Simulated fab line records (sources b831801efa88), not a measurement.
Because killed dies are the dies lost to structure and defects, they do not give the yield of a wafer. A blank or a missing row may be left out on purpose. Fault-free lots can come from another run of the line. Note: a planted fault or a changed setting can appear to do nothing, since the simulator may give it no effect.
fab line records	flow sky130	part 1 of 2: steps 1 to 25 of 35
record: lots: 5	wafers: 15	last_day: 49
route steps=708 shown METAL3@559 VIA3@573
lots that met no fault: from a run of the same line without faults
start_h: the number of hours between the record's first day and the start of the first shown wafer of the lot	wait_h: how many hours have passed since the lot's step before this one	" identical to the entry in the row above	L1.1+2: a row that stands for several wafers	- value missing, or start not given	* or withheld: withheld	< > ~ a bound
route shown NAME@n: names a module that has steps shown in the file, with the first one's number in the route	usual: mean/standard deviation of fault-free wafers	same: alike in all rows	chamber/n: place in a boat	sites: readings site by site	_std_site: standard deviation across them	_edge_site: the outer-site mean with the inner-site mean subtracted	radius_mm: how far each site lies from the wafer's centre	mask NAME#n: copy n	behind: the most recent tool/chamber to have shaped the wafer	hold: the reason the lot was held/the length of the hold in hours/how it ended	device: names the non-switching transistor (n, p or np)	end of line: tests of these same wafers at the route's end	a step without rows: its recipe alone	killed: at the first sort, the dies lost to defects and structure; wafer yield is something else	map: the dies of a wafer, with x for killed, . for not killed, _ for no die there
set.NAME: the setting the step ran with; set.NAME@STEP: the setting that earlier step ran with	model.NAME: the simulator's own value behind a step, which no gauge read
lots at selected steps of the route; one table per step, one row per wafer
services: when a tool's chamber went out of use (start_h, in hours from the record's first day, below 0 if earlier), for how many hours, and the reason
== steps ==
step: SKY_METAL3_SOFTBAKE_09
recipe: temp_c: 100	time_s: 90	resist: KrF-thick
usual: chill_plate_temp_C: 23.03/0.089	plate_temp_C: 99.98/0.12
lot.wafer	tool	chamber	start_h	wait_h	chill_plate_temp_C	plate_temp_C
L075.1	litho_track-04	0	-	-	23.05	100.03
L075.2	"	0	"	"	22.94	100.15
L075.3	"	0	"	"	22.98	100.16
L080.2	litho_track-04	0	-	-	22.83	99.87
L080.3	"	0	"	"	22.86	99.93
L080.6	"	0	"	"	23.02	100.07
L086.2	litho_track-03	0	-	-	23.06	100.06
L086.3	"	0	"	"	23.05	99.96
L086.6	"	0	"	"	22.92	99.95
L088.1	litho_track-02	0	-	-	22.97	99.99
L088.4	"	0	"	"	23.03	99.79
L088.5	"	0	"	"	23.05	99.97
L089.3	litho_track-03	0	-	-	23.05	99.99
L089.4	"	0	"	"	22.96	100.22
L089.6	"	0	"	"	23.04	100.15
step: SKY_METAL3_EXPOSE_10
recipe: mask_id: MM3	na: 0.68	source_shape: annular	sigma_inner: 0.4	sigma_outer: 0.8	target_cd_nm: 300	dose_mj: 28
same: sigma_inner: 0.4
lot.wafer	tool	chamber	start_h	wait_h	mask
L075.1+2+3	krf_scanner-01	0	-	-	MM3#0
L080.2+3+6	krf_scanner-02	0	-	-	MM3#0
L086.2+3+6	krf_scanner-01	0	-	-	MM3#0
L088.1+4+5	krf_scanner-02	0	-	-	MM3#0
L089.3+4+6	krf_scanner-02	0	-	-	MM3#0
step: SKY_METAL3_PEB_11
recipe: peb_temp_c: withheld	peb_time_s: withheld	resist: KrF-thick
usual: chill_plate_temp_C: *
lot.wafer	tool	chamber	start_h	wait_h	chill_plate_temp_C
L075.1	litho_track-02	0	-	-	*
L075.2	"	0	"	"	*
L075.3	"	0	"	"	*
L080.2	litho_track-04	0	-	-	*
L080.3	"	0	"	"	*
L080.6	"	0	"	"	*
L086.2	litho_track-03	0	-	-	*
L086.3	"	0	"	"	*
L086.6	"	0	"	"	*
L088.1	litho_track-02	0	-	-	*
L088.4	"	0	"	"	*
L088.5	"	0	"	"	*
L089.3	litho_track-03	0	-	-	*
L089.4	"	0	"	"	*
L089.6	"	0	"	"	*
step: SKY_METAL3_DEVELOP_12
recipe: develop_time_s: 60	resist: KrF-thick	dev_temp_c: 21
usual: chill_plate_temp_C: 23.02/0.1
lot.wafer	tool	chamber	start_h	wait_h	chill_plate_temp_C
L075.1	litho_track-02	0	-	-	23.02
L075.2	"	0	"	"	23.12
L075.3	"	0	"	"	22.95
L080.2	litho_track-04	0	-	-	23.07
L080.3	"	0	"	"	23.02
L080.6	"	0	"	"	22.86
L086.2	litho_track-03	0	-	-	23.00
L086.3	"	0	"	"	23.07
L086.6	"	0	"	"	22.93
L088.1	litho_track-02	0	-	-	23.13
L088.4	"	0	"	"	22.91
L088.5	"	0	"	"	22.97
L089.3	litho_track-03	0	-	-	23.03
L089.4	"	0	"	"	23.10
L089.6	"	0	"	"	22.98
step: SKY_METAL3_CD_MEAS_13
recipe: target_cd_nm: 300
usual: cd_nm: 300.1/1.3
lot.wafer	tool	chamber	start_h	wait_h	cd_nm
L075.1	cd_sem-01	-	916.70	-	299.5
L075.2	"	-	"	"	300.6
L075.3	"	-	"	"	299.7
L080.2	cd_sem-01	-	949.89	-	298.3
L080.3	"	-	"	"	300.1
L080.6	"	-	"	"	299.3
L086.2	cd_sem-02	-	994.37	-	299.0
L086.3	"	-	"	"	299.2
L086.6	"	-	"	"	299.6
L088.1	cd_sem-02	-	1009.95	-	299.3
L088.4	"	-	"	"	298.3
L088.5	"	-	"	"	299.2
L089.3	cd_sem-01	-	1021.49	-	299.9
L089.4	"	-	"	"	298.9
L089.6	"	-	"	"	299.7
step: SKY_METAL3_OVL_MEAS_14
usual: METAL3_OVL: 2/5.3
lot.wafer	tool	chamber	start_h	wait_h	METAL3_OVL[nm]
L075.1	overlay-01	-	916.82	0.1	7
L075.2	"	-	"	"	7
L075.3	"	-	"	"	12
L080.2	overlay-01	-	949.99	0.1	9
L080.3	"	-	"	"	12
L080.6	"	-	"	"	11
L086.2	overlay-02	-	994.47	0.1	-1
L086.3	"	-	"	"	-1
L086.6	"	-	"	"	1
L088.1	overlay-02	-	1010.07	0.1	-1
L088.4	"	-	"	"	10
L088.5	"	-	"	"	1
L089.3	overlay-02	-	1021.58	0.1	-8
L089.4	"	-	"	"	0
L089.6	"	-	"	"	-2
step: SKY_METAL3_DESCUM_15
recipe: chemistry: O2	source_power_w: 150	bias_power_w: 0	pressure_mtorr: 10	temp_c: 40	time_s: 8
usual: drypump_motor_current_A: 6.02/0.27	he_backside_leak_sccm: 3.4/0.35	oes_product_au: 0.994/0.011
lot.wafer	tool	chamber	start_h	wait_h	drypump_motor_current_A	he_backside_leak_sccm	oes_product_au	rf_hours_counter_h
L075.1	rie_metal-04	0	916.86	0.0	5.85	3.3	1.007	4
L075.2	"	1	"	"	6.28	3.1	0.984	11
L075.3	"	1	"	"	6.30	3.2	0.983	-
L080.2	rie_metal-02	1	950.02	0.0	6.35	3.6	1.007	5
L080.3	"	1	"	"	6.38	3.5	1.005	-
L080.6	"	0	"	"	5.69	3.2	0.980	-
L086.2	rie_metal-04	0	994.51	0.0	5.88	3.3	1.002	-
L086.3	"	0	"	"	5.85	3.3	0.999	-
L086.6	"	0	"	"	5.83	3.1	0.996	-
L088.1	rie_metal-02	1	1010.11	0.0	6.38	3.5	1.007	7
L088.4	"	1	"	"	6.36	3.5	1.002	-
L088.5	"	0	"	"	5.62	3.1	0.974	-
L089.3	rie_metal-02	1	1021.61	0.0	6.36	3.4	1.008	-
L089.4	"	0	"	"	5.62	3.9	1.002	-
L089.6	"	1	"	"	6.35	3.5	1.011	-
step: SKY_METAL3_ETCH_16
recipe: chemistry: N2/H2	target: BARC	ion_energy_ev: 200	bias_w: 100	pressure_mtorr: 30	n2_flow_sccm: 100	h2_flow_sccm: 200	icp_w: 500	stop_on: SiO2	time_s: 88.2	target_depth_a: 600
usual: drypump_motor_current_A: 6.03/0.28	he_backside_leak_sccm: 3.4/0.31	oes_product_au: 0.626/0.0048	throttle_valve_pct: 13.206/0.0092
lot.wafer	tool	chamber	start_h	wait_h	drypump_motor_current_A	he_backside_leak_sccm	oes_product_au	rf_hours_counter_h	throttle_valve_pct
L075.1	rie_metal-04	0	916.89	0.0	5.90	3.2	0.622	4	13.210
L075.2	"	1	"	"	6.30	3.0	0.629	11	13.210
L075.3	"	1	"	"	6.31	3.1	0.631	-	13.195
L080.2	rie_metal-02	1	950.05	0.0	6.38	3.7	0.628	5	13.223
L080.3	"	1	"	"	6.38	3.7	0.620	-	13.216
L080.6	"	0	"	"	5.60	3.5	0.624	-	13.195
L086.2	rie_metal-04	0	994.60	0.1	5.84	3.2	0.616	-	13.197
L086.3	"	0	"	"	5.82	3.1	0.619	-	13.206
L086.6	"	0	"	"	5.84	3.2	0.627	-	13.208
L088.1	rie_metal-02	1	1010.14	0.0	6.40	4.9	0.626	7	13.224
L088.4	"	1	"	"	6.36	3.5	0.627	-	13.208
L088.5	"	0	"	"	5.67	3.6	0.622	-	13.199
L089.3	rie_metal-02	1	1021.67	0.0	6.39	3.4	0.622	-	13.212
L089.4	"	0	"	"	5.64	3.4	0.623	-	13.197
L089.6	"	1	"	"	6.38	3.5	0.622	-	13.181
step: SKY_METAL3_ETCH_17
recipe: target: SiO2	stop_on: TiN	chemistry: C4F8/O2/Ar	source_w: 1500	bias_w: 1200	pressure_mtorr: 40	c4f8_flow_sccm: withheld	O2_flow_sccm: 6	Ar_flow_sccm: 300	time_s: 3.9	target_depth_a: 150
usual: oes_product_au: 0.752/0.0063
lot.wafer	tool	chamber	start_h	wait_h	oes_product_au	rf_hours_counter_h
L075.1	rie_diel-01	2	916.99	0.1	0.746	2
L075.2	"	0	"	"	0.753	20
L075.3	"	1	"	"	0.738	9
L080.2	rie_diel-02	2	950.15	0.1	0.749	23
L080.3	"	1	"	"	0.742	3
L080.6	"	0	"	"	0.749	-
L086.2	rie_diel-02	1	994.76	0.1	0.746	4
L086.3	"	0	"	"	0.753	9
L086.6	"	0	"	"	0.757	-
L088.1	rie_diel-04	1	1010.24	0.1	0.754	8
L088.4	"	0	"	"	0.761	8
L088.5	"	3	"	"	0.747	-
L089.3	rie_diel-02	2	1021.73	0.0	0.759	24
L089.4	"	0	"	"	0.758	10
L089.6	"	0	"	"	0.758	-
step: SKY_METAL3_METAL_ETCH_18
recipe: target_depth_a: 8450	stop_on: SiO2	over_etch_frac: 0.3	time_s: 183.1	chemistry: Cl2/BCl3	resist_sidewall_deg: 88	pressure_mtorr: 10	icp_w: 900	bias_w: 48.5	Cl2_flow_sccm: 60	bcl3_flow_sccm: 30
usual: drypump_motor_current_A: 6.07/0.27	he_backside_leak_sccm: 3.39/0.22	oes_product_au: 0.866/0.0064	throttle_valve_pct: 22.264/0.0087
lot.wafer	tool	chamber	start_h	wait_h	drypump_motor_current_A	he_backside_leak_sccm	oes_product_au	rf_hours_counter_h	throttle_valve_pct
L075.1	rie_metal-02	0	917.00	0.0	5.65	3.72	0.870	7	22.266
L075.2	"	1	"	"	6.36	3.28	0.875	3	22.268
L075.3	"	0	"	"	5.63	3.67	0.875	-	22.252
L080.2	rie_metal-04	0	950.17	0.0	5.89	3.10	0.871	6	22.258
L080.3	"	0	"	"	5.92	3.21	0.866	-	22.254
L080.6	"	0	"	"	5.91	3.26	0.858	-	22.246
L086.2	rie_metal-02	0	994.84	0.1	5.64	3.51	0.867	-	22.265
L086.3	"	0	"	"	5.65	3.57	0.865	-	22.262
L086.6	"	0	"	"	5.63	3.30	0.859	-	22.258
L088.1	rie_metal-04	1	1010.26	0.0	6.32	3.04	0.859	14	22.255
L088.4	"	0	"	"	5.87	3.25	0.871	-	22.263
L088.5	"	1	"	"	6.32	3.08	0.863	-	22.269
L089.3	rie_metal-04	1	1021.81	0.1	6.31	3.19	0.876	-	22.268
L089.4	"	0	"	"	5.91	2.99	0.865	-	22.252
L089.6	"	1	"	"	6.31	3.12	0.872	-	22.251
step: SKY_METAL3_STRIP_19
recipe: chemistry: O2/N2	power_w: 1400	pressure_mtorr: 1500	platen_temp_c: withheld	o2_flow_sccm: 3000	n2_flow_sccm: 300	overash_fraction: 0.5
usual: drypump_motor_current_A: 5.93/0.28	oes_product_au: 0.504/0.0056	strip_time_to_endpoint_s: 6.56/0.085
lot.wafer	tool	chamber	start_h	wait_h	drypump_motor_current_A	oes_product_au	rf_hours_counter_h	strip_time_to_endpoint_s
L075.1	plasma_asher-02	1	917.18	0.1	6.25	0.509	76	6.50
L075.2	"	0	"	"	5.70	0.500	76	6.48
L075.3	"	1	"	"	6.25	0.502	-	6.52
L080.2	plasma_asher-03	0	950.35	0.1	5.95	0.515	21	6.55
L080.3	"	0	"	"	5.95	0.509	-	6.59
L080.6	"	1	"	"	6.10	0.501	-	6.57
L086.2	plasma_asher-04	1	995.14	0.2	5.73	0.508	118	6.63
L086.3	"	1	"	"	5.73	0.498	-	6.59
L086.6	"	1	"	"	5.71	0.512	-	6.66
L088.1	plasma_asher-04	1	1010.43	0.1	5.72	0.509	120	6.68
L088.4	"	1	"	"	5.71	0.513	-	6.63
L088.5	"	1	"	"	5.72	0.506	-	6.69
L089.3	plasma_asher-04	0	1021.96	0.1	5.33	0.502	-	6.61
L089.4	"	1	"	"	5.71	0.509	-	6.59
L089.6	"	0	"	"	5.34	0.509	-	6.70
step: SKY_METAL3_STRIP_20
recipe: chemistry: post_etch_residue_remover	time_s: 1200	temp_c: 72.5
lot.wafer	tool	chamber	start_h	wait_h
L075.1+2+3	wet_bench-03	3	917.28	0.1
L080.2+3+6	wet_bench-04	1	950.45	0.1
L086.2+3+6	wet_bench-04	3	995.24	0.1
L088.1+4+5	wet_bench-03	2	1010.53	0.1
L089.3+4+6	wet_bench-04	0	1022.03	0.0
step: SKY_METAL3_CLEAN_21
recipe: chemistry: IPA	time_s: 180	temp_c: 25
lot.wafer	tool	chamber	start_h	wait_h
L075.1+2+3	wet_bench-04	2	917.62	0.0
L080.2+3+6	wet_bench-01	2	950.82	0.0
L086.2+3+6	wet_bench-04	0	995.64	0.0
L088.1+4+5	wet_bench-01	0	1010.87	0.0
L089.3+4+6	wet_bench-01	0	1022.78	0.0
step: SKY_METAL3_CLEAN_22
recipe: chemistry: O3/DIW	dry: n2_spin
lot.wafer	tool	chamber	start_h	wait_h
L075.1+2+3	wet_bench-01	0	917.68	0.0
L080.2+3+6	wet_bench-04	1	950.89	0.0
L086.2+3+6	wet_bench-04	3	995.71	0.0
L088.1+4+5	wet_bench-04	3	1010.93	0.0
L089.3+4+6	wet_bench-04	0	1022.83	0.0
step: SKY_VIA3_HDPCVD_00
recipe: material: SiO2	target_thk_nm: 1635	sigma_open_frac: 0.3	time_s: 272.5	temp_c: 400	sih4_flow_sccm: 60	pressure_mtorr: 6
lot.wafer	tool	chamber	start_h	wait_h
L075.1+2+3	hdpcvd-02	2,0,1	917.78	0.0
L080.2+3+6	hdpcvd-01	1,0,2	950.99	0.0
L086.2+3+6	hdpcvd-02	1,0,0	995.82	0.0
L088.1+4+5	hdpcvd-02	1,1,0	1011.03	0.0
L089.3+4+6	hdpcvd-02	2,2,1	1023.03	0.0
step: SKY_VIA3_THK_MEAS_01
recipe: reads: SiO2_of_VIA3_HDPCVD_00
usual: VIA3_HDPCVD_THK: 1622/15
lot.wafer	tool	chamber	start_h	wait_h	VIA3_HDPCVD_THK[nm]
L075.1	film_metro-02	-	917.95	0.1	1615
L075.2	"	-	"	"	1604
L075.3	"	-	"	"	1623
L080.2	film_metro-03	-	951.16	0.1	1606
L080.3	"	-	"	"	1618
L080.6	"	-	"	"	1622
L086.2	film_metro-03	-	996.00	0.1	1614
L086.3	"	-	"	"	1617
L086.6	"	-	"	"	1605
L088.1	film_metro-02	-	1011.20	0.1	1636
L088.4	"	-	"	"	1651
L088.5	"	-	"	"	1626
L089.3	film_metro-01	-	1023.22	0.1	1634
L089.4	"	-	"	"	1630
L089.6	"	-	"	"	1617
step: SKY_VIA3_CMP_02
recipe: material: SiO2	down_force_psi: 4	platen_rpm: 60	pad_velocity_m_s: 0.94248
usual: motor_current_A: 12.9/1.1	platen_rpm: 60.00/0.037
lot.wafer	tool	chamber	start_h	wait_h	motor_current_A	platen_rpm
L075.1	cmp-02	1	918.06	0.1	11.0	60.04
L075.3	"	2	"	"	11.4	60.05
L075.2	"	3	"	"	13.7	60.01
L080.2	cmp-01	3	951.21	0.0	12.6	60.00
L080.3	"	0	"	"	13.5	59.96
L080.6	"	3	"	"	12.8	59.96
L086.2	cmp-01	0	996.13	0.1	13.7	59.99
L086.3	"	2	"	"	11.9	59.98
L086.6	"	1	"	"	14.5	60.03
L088.1	cmp-02	1	1011.26	0.1	10.8	60.07
L088.4	"	3	"	"	13.2	59.98
L088.5	"	2	"	"	11.3	60.04
L089.3	cmp-01	2	1023.31	0.1	12.9	59.94
L089.4	"	0	"	"	13.4	60.00
L089.6	"	1	"	"	14.4	59.97
step: SKY_VIA3_BOW_MEAS_03
recipe: mode: bow
usual: VIA3_BOW: 79/7.8
lot.wafer	tool	chamber	start_h	wait_h	VIA3_BOW[um]
L075.1	film_metro-01	-	918.31	0.2	82
L075.2	"	-	"	"	89
L075.3	"	-	"	"	69
L080.2	film_metro-03	-	951.53	0.3	70
L080.3	"	-	"	"	89
L080.6	"	-	"	"	76
L086.2	film_metro-02	-	996.45	0.3	81
L086.3	"	-	"	"	76
L086.6	"	-	"	"	80
L088.1	film_metro-03	-	1011.56	0.2	84
L088.4	"	-	"	"	79
L088.5	"	-	"	"	67
L089.3	film_metro-01	-	1023.60	0.2	87
L089.4	"	-	"	"	79
L089.6	"	-	"	"	75
step: SKY_VIA3_DEHYDRATE_04
recipe: temp_c: 200	time_s: 60
usual: chill_plate_temp_C: 23.02/0.12	plate_temp_C: 199.98/0.16
lot.wafer	tool	chamber	start_h	wait_h	chill_plate_temp_C	plate_temp_C
L075.1	litho_track-02	0	930.15	11.8	23.00	200.13
L075.2	"	0	"	"	23.08	200.19
L075.3	"	0	"	"	23.04	200.11
L080.2	litho_track-02	0	963.52	12.0	23.02	199.84
L080.3	"	0	"	"	23.15	199.71
L080.6	"	0	"	"	23.13	199.92
L086.2	litho_track-01	0	1007.40	10.9	23.10	200.26
L086.3	"	0	"	"	23.18	200.17
L086.6	"	0	"	"	23.07	200.09
L088.1	litho_track-01	0	1022.38	10.8	23.11	199.84
L088.4	"	0	"	"	23.04	200.03
L088.5	"	0	"	"	23.02	199.91
L089.3	litho_track-04	0	1034.67	11.0	22.80	199.92
L089.4	"	0	"	"	22.84	199.73
L089.6	"	0	"	"	22.80	199.95
step: SKY_VIA3_HMDS_05
recipe: prime_time_s: 60	prime_temp_c: 120
usual: chill_plate_temp_C: 23.00/0.11
same: prime_time_s: 60
lot.wafer	tool	chamber	start_h	wait_h	chill_plate_temp_C
L075.1	litho_track-02	0	930.30	0.1	22.93
L075.2	"	0	"	"	23.17
L075.3	"	0	"	"	22.74
L080.2	litho_track-02	0	963.67	0.1	23.08
L080.3	"	0	"	"	22.97
L080.6	"	0	"	"	22.88
L086.2	litho_track-01	0	1007.55	0.1	22.96
L086.3	"	0	"	"	23.01
L086.6	"	0	"	"	22.88
L088.1	litho_track-01	0	1022.53	0.1	22.91
L088.4	"	0	"	"	22.98
L088.5	"	0	"	"	23.07
L089.3	litho_track-04	0	1034.82	0.1	22.96
L089.4	"	0	"	"	22.95
L089.6	"	0	"	"	23.01
step: SKY_VIA3_COAT_06
recipe: resist: BARC	temp_c: withheld	time_s: withheld	spin_rpm: 3000	resist_thk_nm: 60
usual: chill_plate_temp_C: *
lot.wafer	tool	chamber	start_h	wait_h	chill_plate_temp_C
L075.1	litho_track-02	0	930.45	0.1	*
L075.2	"	0	"	"	*
L075.3	"	0	"	"	*
L080.2	litho_track-02	0	963.82	0.1	*
L080.3	"	0	"	"	*
L080.6	"	0	"	"	*
L086.2	litho_track-01	0	1007.70	0.1	*
L086.3	"	0	"	"	*
L086.6	"	0	"	"	*
L088.1	litho_track-01	0	1022.68	0.1	*
L088.4	"	0	"	"	*
L088.5	"	0	"	"	*
L089.3	litho_track-04	0	1034.97	0.1	*
L089.4	"	0	"	"	*
L089.6	"	0	"	"	*
step: SKY_VIA3_COAT_07
recipe: resist: KrF-thick	spin_rpm: 3000	resist_thk_nm: 452.5
usual: chill_plate_temp_C: 23.01/0.11
lot.wafer	tool	chamber	start_h	wait_h	chill_plate_temp_C
L075.1	litho_track-02	0	-	-	22.95
L075.2	"	0	"	"	22.88
L075.3	"	0	"	"	22.93
L080.2	litho_track-02	0	-	-	23.13
L080.3	"	0	"	"	23.13
L080.6	"	0	"	"	23.16
L086.2	litho_track-01	0	-	-	23.07
L086.3	"	0	"	"	23.03
L086.6	"	0	"	"	23.02
L088.1	litho_track-01	0	-	-	23.20
L088.4	"	0	"	"	23.26
L088.5	"	0	"	"	23.12
L089.3	litho_track-04	0	-	-	23.26
L089.4	"	0	"	"	23.06
L089.6	"	0	"	"	23.06
step: SKY_VIA3_SOFTBAKE_08
recipe: temp_c: 100	time_s: 90	resist: KrF-thick
usual: chill_plate_temp_C: 23.00/0.12	plate_temp_C: 100.01/0.14
lot.wafer	tool	chamber	start_h	wait_h	chill_plate_temp_C	plate_temp_C
L075.1	litho_track-02	0	-	-	23.09	100.08
L075.2	"	0	"	"	22.93	100.19
L075.3	"	0	"	"	22.92	100.16
L080.2	litho_track-02	0	-	-	22.86	99.92
L080.3	"	0	"	"	22.84	99.93
L080.6	"	0	"	"	22.86	100.03
L086.2	litho_track-01	0	-	-	23.05	100.01
L086.3	"	0	"	"	22.96	99.97
L086.6	"	0	"	"	23.09	99.99
L088.1	litho_track-01	0	-	-	23.01	99.85
L088.4	"	0	"	"	22.91	99.91
L088.5	"	0	"	"	23.13	99.64
L089.3	litho_track-04	0	-	-	22.81	100.09
L089.4	"	0	"	"	22.94	100.10
L089.6	"	0	"	"	22.89	100.03
step: SKY_VIA3_EXPOSE_09
recipe: mask_id: VIM3	na: 0.8	source_shape: annular	sigma_inner: 0.55	sigma_outer: 0.85	target_cd_nm: 200	dose_mj: 38
same: sigma_inner: 0.55
lot.wafer	tool	chamber	start_h	wait_h	mask
L075.1+2+3	krf_scanner-01	0	-	-	VIM3#0
L080.2+3+6	krf_scanner-01	0	-	-	VIM3#0
L086.2+3+6	krf_scanner-01	0	-	-	VIM3#0
L088.1+4+5	krf_scanner-01	0	-	-	VIM3#0
L089.3+4+6	krf_scanner-02	0	-	-	VIM3#0
step: SKY_VIA3_PEB_10
recipe: peb_temp_c: withheld	peb_time_s: withheld	resist: KrF-thick
usual: chill_plate_temp_C: *
lot.wafer	tool	chamber	start_h	wait_h	chill_plate_temp_C
L075.1	litho_track-02	0	-	-	*
L075.2	"	0	"	"	*
L075.3	"	0	"	"	*
L080.2	litho_track-02	0	-	-	*
L080.3	"	0	"	"	*
L080.6	"	0	"	"	*
L086.2	litho_track-01	0	-	-	*
L086.3	"	0	"	"	*
L086.6	"	0	"	"	*
L088.1	litho_track-01	0	-	-	*
L088.4	"	0	"	"	*
L088.5	"	0	"	"	*
L089.3	litho_track-01	0	-	-	*
L089.4	"	0	"	"	*
L089.6	"	0	"	"	*
